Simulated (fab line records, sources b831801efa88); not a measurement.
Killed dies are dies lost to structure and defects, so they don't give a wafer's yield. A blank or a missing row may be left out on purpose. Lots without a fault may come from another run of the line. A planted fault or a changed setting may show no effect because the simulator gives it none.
Problem report in the 8D (eight disciplines) form, filled by code | flow sky130 | the parts of the form that need people (team, actions taken, sign-off) are left out

1. THE PROBLEM
heater_power_total_W at SKY_VT_ADJUST_HVTP_SOFTBAKE_03 reads a mean of 57.84 W on 6 wafers of 2 lots; wafers without a fault read 56.59 W with a standard deviation of 0.048. That is +26 standard deviations from the usual mean.
The step: time 60 s.
First seen on wafer L810.4, day 8 05:00, on litho_track-02. The record holds 39 wafers of 13 lots with a number at this step. Rule for "out", or "out of limits": more than 4 standard deviations from the usual mean. The other wafers with a number count as sound.

2. WHAT IT IS AND WHAT IT IS NOT
question                    | is                                 | is not
which readings at this step | heater_power_total_W, run_length_s | -
which lots                  | L810, L814                         | L800, L802, L803, L806, L815, L816, L817, L818, L819, L820, L821
which wafers of those lots  | all that have a number             | -
read on which tools         | litho_track-02                     | litho_track-03, litho_track-04
when                        | from day 8 05:00                   | up to then (12 sound wafers); but 21 sound wafers of L815, L816, L817, L818, L819, L820, L821 came after

3. SUSPECTS, AND WHAT RULES EACH OUT
Counting: a tool at a process step up to the reading stays a suspect if it ran every lot that is out and no sound lot after the first of them.
- litho_track-02 at SKY_VT_ADJUST_HVTP_SOFTBAKE_03 (time 60 s): kept. It ran every lot that is out, first L810 (day 8 05:00), and no sound lot after that; its last sound lot up to then is L806 (day 7 07:48). Its own readings are out on those wafers: heater_power_total_W, run_length_s.
Left after counting: litho_track-02 at SKY_VT_ADJUST_HVTP_SOFTBAKE_03.

4. THE CAUSE (what the simulator had put in)
Process parameter drift: litho_track-02, from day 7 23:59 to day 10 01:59, at SKY_VT_ADJUST_HVTP_SOFTBAKE_03. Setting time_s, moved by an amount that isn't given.
Counting left only this tool.

5. THE CHAIN OF EFFECTS, in route order
Each row: a reading whose mean over the struck wafers that have a number lies more than 3 standard deviations from the usual. Only readings for which the record gives a usual standard deviation are gone through. hours: the time from each lot's start at the first step in this table that gives one to its start at this step, as a median over the lots. sigmas: the change in usual standard deviations.
hours | step                           | reading              | usual   | on struck wafers | change | sigmas
0     | SKY_VT_ADJUST_HVTP_SOFTBAKE_03 | heater_power_total_W | 56.59 W | 57.84            | +1.25  | +26
0     | SKY_VT_ADJUST_HVTP_SOFTBAKE_03 | run_length_s         | 89.3 s  | 85.6             | -3.7   | -11
The process steps in it:
- SKY_VT_ADJUST_HVTP_SOFTBAKE_03: time 60 s.
Later measuring or inspecting steps at which every struck wafer that the step has a row for has a number for every such reading, and none has moved that far: SKY_GATE_OXIDE_OVL_MEAS_10.

6. WHAT WOULD HAVE CAUGHT IT SOONER
In this record the first reading out of limits was taken at day 8 05:00, 5 hours after the fault began at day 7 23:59.
